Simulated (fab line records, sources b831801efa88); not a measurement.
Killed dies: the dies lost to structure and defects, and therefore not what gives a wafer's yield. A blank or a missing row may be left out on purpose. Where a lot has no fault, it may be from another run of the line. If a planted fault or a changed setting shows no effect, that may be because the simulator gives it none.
8D (eight disciplines) problem report, filled in by code + flow gf180mcu + the parts of the form that need people (team, actions taken, sign-off) are left out

1. PROBLEM STATEMENT
Across 6 wafers from 2 lots, VT_IMPLANT_2_TW at GF_VT_IMPLANT_TW_MEAS_21 averages 1137, while fault-free wafers read 1217 with a standard deviation of 9.9. That puts it -8.1 standard deviations away from the usual mean.
Seen first at day 8 19:05 on film_metro-02, wafer L719.3. The record has a number at this step for 33 wafers belonging to 11 lots. The rule behind "out" and "out of limits": a value lying over 4 standard deviations away from the usual mean. All remaining wafers that have a number are taken as sound.

2. WHAT THIS IS AND IS NOT
| question                    | is                           | is not                                                                                       |
|-----------------------------|------------------------------|----------------------------------------------------------------------------------------------|
| which readings at this step | VT_IMPLANT_2_TW              | -                                                                                            |
| which lots                  | L719, L723                   | L710, L711, L712, L713, L725, L726, L727, L732, L733                                         |
| which wafers of those lots  | all that have a number       | -                                                                                            |
| read on which gauges        | film_metro-02, film_metro-03 | film_metro-01                                                                                |
| when                        | from day 8 19:05             | up to then (12 sound wafers); but 15 sound wafers of L725, L726, L727, L732, L733 came after |

3. THE SUSPECTS, EACH WITH WHAT RULES IT OUT
Counting: a tool at a process step up to the reading stays a suspect if it ran every lot that is out and no sound lot after the first of them.
- the gauge at GF_VT_IMPLANT_TW_MEAS_21 is ruled out. The wafers that are out were read on 2 gauges (film_metro-02, film_metro-03).
- implanter-02 at GF_VT_IMPLANT_IMPLANT_19: ruled out as a lasting fault. Sound lots L732, L733 ran on it after its first lot that is out, L719 (day 8 18:49).
Left after counting: nothing in the record.

4. THE CAUSE (what the simulator had put in)
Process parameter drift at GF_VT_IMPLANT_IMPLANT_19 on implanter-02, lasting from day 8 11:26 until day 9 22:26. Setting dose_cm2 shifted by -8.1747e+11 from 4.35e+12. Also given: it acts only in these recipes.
It was ruled out by counting, in error; the rule expects a fault to strike all lots run on its tool from its start on, and this fault did not.

5. THE EFFECT CHAIN, in route order
Rows list readings where the struck wafers' mean (over those with a number) sits beyond 3 standard deviations from the usual. Scope: only readings with a usual standard deviation given in the record; hours: median across lots of the time from each lot's start at the first step in this table that gives one to its start at this step; sigmas: change in usual standard deviations.
| hours | step                     | reading            | usual    | on struck wafers | change    | sigmas      |
|-------|--------------------------|--------------------|----------|------------------|-----------|-------------|
| 0     | GF_VT_IMPLANT_IMPLANT_19 | dose_ions_cm2      | 4.35e+12 | 3.53e+12         | -8.18e+11 | -99 or more |
| 0     | GF_VT_IMPLANT_IMPLANT_19 | faraday_current_uA | 24.5     | 19.9             | -4.6      | -10         |
| 0     | GF_VT_IMPLANT_TW_MEAS_21 | VT_IMPLANT_2_TW    | 1217     | 1137             | -80       | -8.1        |
Its process steps:
- GF_VT_IMPLANT_IMPLANT_19

6. HOW IT WOULD HAVE BEEN CAUGHT EARLIER
Counted from the fault's start at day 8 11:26, it took 8 hours until the first out-of-limits reading at a measuring or inspecting step in this record, taken at day 8 19:05.
The tool's own readings at GF_VT_IMPLANT_IMPLANT_19 were out on every struck wafer that the step has a row for (dose_ions_cm2, faraday_current_uA): an alarm limit on them would have fired on the first of those.
